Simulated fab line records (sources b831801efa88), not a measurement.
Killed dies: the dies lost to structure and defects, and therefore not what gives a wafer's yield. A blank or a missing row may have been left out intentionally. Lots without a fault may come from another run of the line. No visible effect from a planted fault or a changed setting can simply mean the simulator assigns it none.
Chamber matching / flow sky130 / rie-diel-04 running SKY_METAL3_ETCH_17: 4 sister chambers
The step etches SiO2 in C4F8/O2/Ar, stops on TiN, time 3.9 s, target depth 15 nm. 8 wafers are shown with their chamber, then 8 later ones without.

== EACH WAFER AND ITS CHAMBER ==
wafer=L081.1; chamber=1; oes-product-au (a.u.)=0.748
wafer=L081.2; chamber=2; oes-product-au (a.u.)=0.755
wafer=L081.5; chamber=3; oes-product-au (a.u.)=0.747
wafer=L081.6; chamber=0; oes-product-au (a.u.)=0.766
wafer=L082.1; chamber=0; oes-product-au (a.u.)=0.747
wafer=L082.2; chamber=3; oes-product-au (a.u.)=0.745
wafer=L082.3; chamber=1; oes-product-au (a.u.)=0.751
wafer=L082.4; chamber=2; oes-product-au (a.u.)=0.766

== WAFERS WITH NO CHAMBER GIVEN ==
wafer=L082.5; oes-product-au (a.u.)=0.757
wafer=L082.6; oes-product-au (a.u.)=0.759
wafer=L087.1; oes-product-au (a.u.)=0.752
wafer=L087.2; oes-product-au (a.u.)=0.756
wafer=L087.3; oes-product-au (a.u.)=0.745
wafer=L087.4; oes-product-au (a.u.)=0.760
wafer=L087.5; oes-product-au (a.u.)=0.748
wafer=L087.6; oes-product-au (a.u.)=0.753

== CHAMBER TAKEN BY EACH ==
wafer=L082.5; from the rows above=can't be placed: 0 or 2 or 1 or 3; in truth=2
wafer=L082.6; from the rows above=can't be placed: 2 or 0 or 1 or 3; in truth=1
wafer=L087.1; from the rows above=can't be placed: 1 or 0 or 3 or 2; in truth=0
wafer=L087.2; from the rows above=can't be placed: 0 or 2 or 1 or 3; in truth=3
wafer=L087.3; from the rows above=can't be placed: 3 or 1 or 0 or 2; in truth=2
wafer=L087.4; from the rows above=can't be placed: 2 or 0 or 1 or 3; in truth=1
wafer=L087.5; from the rows above=can't be placed: 1 or 3 or 0 or 2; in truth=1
wafer=L087.6; from the rows above=can't be placed: 0 or 1 or 3 or 2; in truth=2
Placed correctly: 0 of 8. Unplaceable from these rows: 8, with the true chamber sitting among the candidates in 8. Placed wrongly: 0.
How it was worked out, from the rows above alone: a wafer's distance from a chamber is the root of the sum, over the readings, of the square of ((its reading less the chamber's mean) divided by the reading's scatter). The wafer belongs to the nearest chamber; if the next one is less than 2 further off, it can't be placed. Each chamber's mean is taken over the wafers shown for it. How the scatter is found: for the shown wafers, subtract from each reading the mean of its chamber, square and add these, divide the total by (wafers less chambers), then take the root.
